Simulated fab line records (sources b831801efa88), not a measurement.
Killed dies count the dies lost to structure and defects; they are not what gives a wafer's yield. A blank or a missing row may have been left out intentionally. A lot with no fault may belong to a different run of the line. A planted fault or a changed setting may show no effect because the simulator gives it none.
One fault through the eyes of 2 desks -- flow sky130 -- numbers are kept per desk, each desk with only its own; the story behind them comes last

FROM THE METROLOGY DESK
Lot by lot, what the gauges showed, no matter which tool ran the lot: averages of those sampled wafers that carry a number. The brackets show how far a lot's mean lies from the usual mean; more than 4 standard deviations puts the lot out of limits, marked OUT.
Columns: A = cd-nm at SKY_METAL4_CD_MEAS_13, usual 299.9 nm; B = VIA4_BOW at SKY_VIA4_BOW_MEAS_03, usual 79 um
lot,first seen here,A,B
L515,day 41 18:51,300.7,81
L516,day 42 01:40,299.0,81
L519,day 43 07:21,298.9,83
L521,day 43 17:11,298.9,82
L522,day 44 00:07,299.5,80
L523,day 44 05:53,299.2,80
L525,day 44 19:37,299.6,70
L524,day 44 20:02,300.0,68
L526,day 45 02:09,298.9,78
L528,day 45 20:03,301.3,75
L535,day 47 08:37,300.3,87
L536,day 47 14:40,299.3,78
L537,day 47 20:11,302.1,82
This desk found nothing out of limits on any of the 13 lots.

AT THE TOOL OWNER'S DESK: rie-diel-03
The tool's own readings at SKY_LI_CONTACT_ETCH_14 (etches BARC in N2/H2, stops on SiO2, time 45.9 s, target depth 60 nm): means of the sampled wafers that have a number, for each lot that ran on this tool. The brackets show how far a lot's mean lies from the usual mean; more than 4 standard deviations puts the lot out of limits, marked OUT.
Columns: A = drypump-motor-current-A at SKY_LI_CONTACT_ETCH_14, usual 5.6 A; B = n2-flow-sccm at SKY_LI_CONTACT_ETCH_14, usual 100.0 sccm; C = oes-product-au at SKY_LI_CONTACT_ETCH_14, usual 0.855 a.u.; D = throttle-valve-pct at SKY_LI_CONTACT_ETCH_14, usual 13.225 %
lot,first seen here,A,B,C,D
L515,day 29 00:25,5.2,100.0,0.853,13.222
L523,day 32 01:15,5.1,100.3,0.857,13.224
L525,day 32 15:18,5.6,100.1,0.858,13.222
L526,day 33 00:29,5.6,100.1,0.857,13.229
L528,day 33 22:42,5.2,99.8,0.861,13.226
This desk found nothing out of limits on any of the 5 lots.

ALL TOGETHER
The metrology desk saw nothing out of limits.
Nothing out of limits was seen by the tool owner's desk.

WHAT HAD BEEN PUT IN BY THE SIMULATOR
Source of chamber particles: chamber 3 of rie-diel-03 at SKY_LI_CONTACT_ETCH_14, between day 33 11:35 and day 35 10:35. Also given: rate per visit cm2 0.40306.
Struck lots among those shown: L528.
